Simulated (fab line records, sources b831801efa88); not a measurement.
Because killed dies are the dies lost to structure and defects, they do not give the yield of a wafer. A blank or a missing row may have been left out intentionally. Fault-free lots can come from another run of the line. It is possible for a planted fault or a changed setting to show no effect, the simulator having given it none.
Code-filled problem report in 8D (eight disciplines) form + flow sky130 + the parts of the form that need people (team, actions taken, sign-off) are left out

1. WHAT WENT WRONG
time to endpoint s at SKY_VIA4_CMP_21 reads a mean of 63 s on 1 wafer of 1 lot; wafers without a fault read 120 s with a standard deviation of 3.5. That is -16 standard deviations from the usual mean.
The step: polishes, stops on SiO2, t overpolish 25 s, target thk 0 nm.
The first sign was on wafer L607.1 at day 47 13:09, on cmp-02. The record holds 36 wafers of 12 lots with a number at this step. Rule for "out" (also "out of limits"): further than 4 standard deviations from the usual mean. The rest of the wafers with a number are treated as sound.

2. WHAT IT IS AND WHAT IT IS NOT
| question                    | is                 | is not                                                           |
|-----------------------------|--------------------|------------------------------------------------------------------|
| which readings at this step | time to endpoint s | motor current A, overpolish run s                                |
| which lots                  | L607               | L587, L588, L590, L591, L592, L593, L595, L596, L597, L598, L601 |
| which wafers of those lots  | L607.1             | L607.2, L607.6                                                   |
| read on which tools         | cmp-02             | cmp-01                                                           |
| when                        | from day 47 13:09  | up to then (35 sound wafers)                                     |

3. THE SUSPECTS, EACH WITH WHAT RULES IT OUT
Counting: if a tool at a process step up to the reading ran every lot that is out, it stays a suspect. Sound lots after the first of them don't rule it out here, since some wafers of a struck lot are sound.
- rie metal-03 at SKY_METAL4_DESCUM_15 (chemistry O2, time 8 s): kept. It ran the lot that is out, L607 (day 46 15:19); its last sound lot up to then is L598 (day 44 15:50).
- rie metal-01 at SKY_METAL4_METAL_ETCH_18 (etches the open film in Cl2/BCl3, stops on SiO2, target depth 845 nm, time 183.1 s): kept. It ran the lot that is out, L607 (day 46 15:28); its last sound lot up to then is L596 (day 44 04:22).
- cmp-01 at SKY_VIA4_CMP_02 (polishes SiO2): kept. It ran the lot that is out, L607 (day 46 16:40); its last sound lot up to then is L601 (day 45 18:17).
- cmp-02 at SKY_VIA4_CMP_21 (polishes, stops on SiO2, t overpolish 25 s, target thk 0 nm): kept. It ran the lot that is out, L607 (day 47 13:09); its last sound lot up to then is L601 (day 46 15:28). Out on those wafers are its own readings of time to endpoint s.
- At SKY_VIA4_CMP_02 on cmp-01, chamber 3 took the sound wafers of the same lots and chamber 2 took the wafers that are out.
- Within cmp-02 at SKY_VIA4_CMP_21: the wafers that are out ran in chamber 0; their sound lot-mates ran in chambers 1, 3.
Left after counting: rie metal-03 at SKY_METAL4_DESCUM_15, rie metal-01 at SKY_METAL4_METAL_ETCH_18, cmp-01 at SKY_VIA4_CMP_02, cmp-02 at SKY_VIA4_CMP_21.

4. THE CAUSE (what the simulator had put in)
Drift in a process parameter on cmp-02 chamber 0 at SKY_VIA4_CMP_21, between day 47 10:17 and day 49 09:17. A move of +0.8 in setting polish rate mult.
After counting, 4 suspects remain, this tool included.

5. THE EFFECT CHAIN, in route order
Each row: a reading whose mean over the struck wafers that have a number lies more than 3 standard deviations from the usual. Readings are gone through only where the record gives a usual standard deviation; hours: the median, over the lots, of the time from a lot's start at the first step in this table giving one to that lot's start at this step; sigmas: the change measured in usual standard deviations.
| hours | step            | reading            | usual | on struck wafers | change | sigmas |
|-------|-----------------|--------------------|-------|------------------|--------|--------|
| 0     | SKY_VIA4_CMP_21 | time to endpoint s | 120 s | 63               | -57    | -16    |
The process steps in it:
- SKY_VIA4_CMP_21: polishes, stops on SiO2, t overpolish 25 s, target thk 0 nm.

6. HOW IT WOULD HAVE BEEN CAUGHT EARLIER
The fault began at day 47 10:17; the first out-of-limits reading in this record came at day 47 13:09, 3 hours later.
